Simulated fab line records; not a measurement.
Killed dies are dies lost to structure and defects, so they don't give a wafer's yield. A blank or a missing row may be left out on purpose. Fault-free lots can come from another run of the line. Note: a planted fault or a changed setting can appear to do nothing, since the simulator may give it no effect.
Which tool is to blame? / flow sky130 / 15 lots with 45 wafers sampled at 3 steps, on a route of 708 steps

== WHAT THE GAUGES READ, wafer by wafer ==
SKY_PWDE_TW_MEAS_10. Usual: PWDE_TW 375.0, standard deviation 1.9.
lot=L391; measured=day 3 23:13; on=film_metro-02; PWDE_TW=373.8 373.3 374.6; flag=
lot=L392; measured=day 4 03:01; on=film_metro-01; PWDE_TW=375.7 375.3 377.2; flag=
lot=L394; measured=day 4 11:56; on=film_metro-01; PWDE_TW=379.3 378.4 378.4; flag=
lot=L395; measured=day 4 17:00; on=film_metro-03; PWDE_TW=374.2 371.5 373.1; flag=
lot=L396; measured=day 5 19:27; on=film_metro-02; PWDE_TW=377.0 377.0 376.5; flag=
lot=L399; measured=day 5 22:54; on=film_metro-03; PWDE_TW=374.3 373.8 374.6; flag=
lot=L397; measured=day 5 23:30; on=film_metro-03; PWDE_TW=374.8 375.2 375.4; flag=
lot=L401; measured=day 6 04:47; on=film_metro-03; PWDE_TW=373.2 370.4 372.3; flag=
lot=L400; measured=day 6 05:09; on=film_metro-02; PWDE_TW=376.0 374.2 377.7; flag=
lot=L402; measured=day 6 14:46; on=film_metro-02; PWDE_TW=377.0 376.1 374.8; flag=
lot=L410; measured=day 8 21:42; on=film_metro-03; PWDE_TW=375.9 375.8 374.8; flag=
lot=L411; measured=day 9 02:27; on=film_metro-01; PWDE_TW=375.5 373.3 372.7; flag=
lot=L412; measured=day 9 05:07; on=film_metro-02; PWDE_TW=374.1 373.7 374.8; flag=
lot=L413; measured=day 9 05:33; on=film_metro-02; PWDE_TW=375.6 377.9 375.8; flag=
lot=L414; measured=day 9 09:59; on=film_metro-02; PWDE_TW=376.2 378.2 377.7; flag=

SKY_NWELL_RS_MEAS_29: a four-point-probe measurement. Usual: NWELL_RS 625.8 ohm/sq, standard deviation 1.4.
lot=L391; measured=day 5 09:35; on=film_metro-02; NWELL_RS (ohm/sq)=625.0 626.0 626.1; flag=
lot=L392; measured=day 5 13:07; on=film_metro-03; NWELL_RS (ohm/sq)=627.2 628.9 628.3; flag=
lot=L394; measured=day 5 23:10; on=film_metro-02; NWELL_RS (ohm/sq)=626.2 626.4 626.7; flag=
lot=L395; measured=day 6 03:27; on=film_metro-01; NWELL_RS (ohm/sq)=625.0 623.7 625.0; flag=
lot=L396; measured=day 7 07:41; on=film_metro-02; NWELL_RS (ohm/sq)=624.8 627.3 625.8; flag=
lot=L399; measured=day 7 11:25; on=film_metro-01; NWELL_RS (ohm/sq)=624.6 625.7 626.2; flag=
lot=L397; measured=day 7 11:58; on=film_metro-02; NWELL_RS (ohm/sq)=625.1 624.9 624.7; flag=
lot=L401; measured=day 7 18:33; on=film_metro-03; NWELL_RS (ohm/sq)=627.5 627.5 626.3; flag=
lot=L400; measured=day 7 19:37; on=film_metro-01; NWELL_RS (ohm/sq)=626.9 625.2 624.9; flag=
lot=L402; measured=day 8 06:05; on=film_metro-01; NWELL_RS (ohm/sq)=622.9 624.1 622.6; flag=
lot=L410; measured=day 10 18:20; on=film_metro-02; NWELL_RS (ohm/sq)=626.5 625.3 624.5; flag=
lot=L411; measured=day 11 00:16; on=film_metro-03; NWELL_RS (ohm/sq)=651.6 652.4 652.8 651.4 652.7 652.4; flag=OFF
lot=L412; measured=day 11 03:43; on=film_metro-01; NWELL_RS (ohm/sq)=649.9 650.2 651.0 651.2 650.6 651.2; flag=OFF
lot=L413; measured=day 11 04:16; on=film_metro-01; NWELL_RS (ohm/sq)=650.5 651.6 651.2 649.0 650.8 651.3; flag=OFF
lot=L414; measured=day 11 08:03; on=film_metro-01; NWELL_RS (ohm/sq)=626.3 626.7 628.5; flag=

== WHICH TOOL RAN EACH LOT (tool, then ch and the chambers of the sampled wafers, then the start) ==
lot=L391; SKY_NWELL_IMPLANT_13=implanter-04 ch 0, day 4 15:50
lot=L392; SKY_NWELL_IMPLANT_13=implanter-01 ch 0, day 4 19:27
lot=L394; SKY_NWELL_IMPLANT_13=implanter-04 ch 0, day 5 04:32
lot=L395; SKY_NWELL_IMPLANT_13=implanter-04 ch 0, day 5 09:50
lot=L396; SKY_NWELL_IMPLANT_13=implanter-02 ch 0, day 6 12:37
lot=L399; SKY_NWELL_IMPLANT_13=implanter-01 ch 0, day 6 16:07
lot=L397; SKY_NWELL_IMPLANT_13=implanter-04 ch 0, day 6 17:07
lot=L401; SKY_NWELL_IMPLANT_13=implanter-01 ch 0, day 6 22:46
lot=L400; SKY_NWELL_IMPLANT_13=implanter-04 ch 0, day 6 23:25
lot=L402; SKY_NWELL_IMPLANT_13=implanter-01 ch 0, day 7 09:25
lot=L410; SKY_NWELL_IMPLANT_13=implanter-02 ch 0, day 9 18:28
lot=L411; SKY_NWELL_IMPLANT_13=implanter-02, day 10 00:51
lot=L412; SKY_NWELL_IMPLANT_13=implanter-02, day 10 03:53
lot=L413; SKY_NWELL_IMPLANT_13=implanter-04, day 10 04:32
lot=L414; SKY_NWELL_IMPLANT_13=implanter-02 ch 0, day 10 08:30
- SKY_NWELL_IMPLANT_13

== WHAT THE TOOLS THEMSELVES READ (means of the sampled wafers that have a number; where no wafer has one, the mark that the record gives instead) ==
SKY_NWELL_IMPLANT_13. Usual: beam_energy_keV 50.001, standard deviation 0.017; beam_on_s 10.04 s, standard deviation 0.2.
lot=L391; tool=implanter-04; beam_energy_keV=49.987; beam_on_s (s)=10.24; flag=
lot=L392; tool=implanter-01; beam_energy_keV=50.000; beam_on_s (s)=9.84; flag=
lot=L394; tool=implanter-04; beam_energy_keV=50.004; beam_on_s (s)=10.05; flag=
lot=L395; tool=implanter-04; beam_energy_keV=49.990; beam_on_s (s)=10.10; flag=
lot=L396; tool=implanter-02; beam_energy_keV=50.013; beam_on_s (s)=9.86; flag=
lot=L399; tool=implanter-01; beam_energy_keV=50.019; beam_on_s (s)=9.95; flag=
lot=L397; tool=implanter-04; beam_energy_keV=50.006; beam_on_s (s)=10.04; flag=
lot=L401; tool=implanter-01; beam_energy_keV=50.003; beam_on_s (s)=9.94; flag=
lot=L400; tool=implanter-04; beam_energy_keV=49.991; beam_on_s (s)=9.93; flag=
lot=L402; tool=implanter-01; beam_energy_keV=50.001; beam_on_s (s)=9.97; flag=
lot=L410; tool=implanter-02; beam_energy_keV=49.998; beam_on_s (s)=10.21; flag=
lot=L411; tool=implanter-02; beam_energy_keV=-; beam_on_s (s)=-; flag=OFF
lot=L412; tool=implanter-02; beam_energy_keV=-; beam_on_s (s)=-; flag=OFF
lot=L413; tool=implanter-04; beam_energy_keV=-; beam_on_s (s)=-; flag=OFF
lot=L414; tool=implanter-02; beam_energy_keV=49.999; beam_on_s (s)=10.05; flag=

== THE ANSWER, worked out from the rows above alone ==
Rule: take the mean of a lot's wafers that have a number; if it is more than 3 standard deviations from the usual mean, the lot is off. Also off: a lot with no number at a reading for which 4 or more lots have one. The other lots that the step has rows for count as sound. The gauges are gone through in route order, then the tools' own readings, and for those a lot's mean is taken as printed above. The first step at which some lot is off is used, and at that step the reading that is off furthest; a lot without a number counts as furthest.
Off: at SKY_NWELL_RS_MEAS_29 (NWELL_RS), L411, L412, L413.
A tool fits if, at a process step before that reading, it ran every lot that is off, and no sound lot after the first of them. Not tried: the gauges at SKY_NWELL_RS_MEAS_29; whatever is off there is also off at SKY_NWELL_IMPLANT_13, on other tools, and gauge error can't account for it. Of those tried, none fits.

== WHAT THE SIMULATOR HAD INSERTED ==
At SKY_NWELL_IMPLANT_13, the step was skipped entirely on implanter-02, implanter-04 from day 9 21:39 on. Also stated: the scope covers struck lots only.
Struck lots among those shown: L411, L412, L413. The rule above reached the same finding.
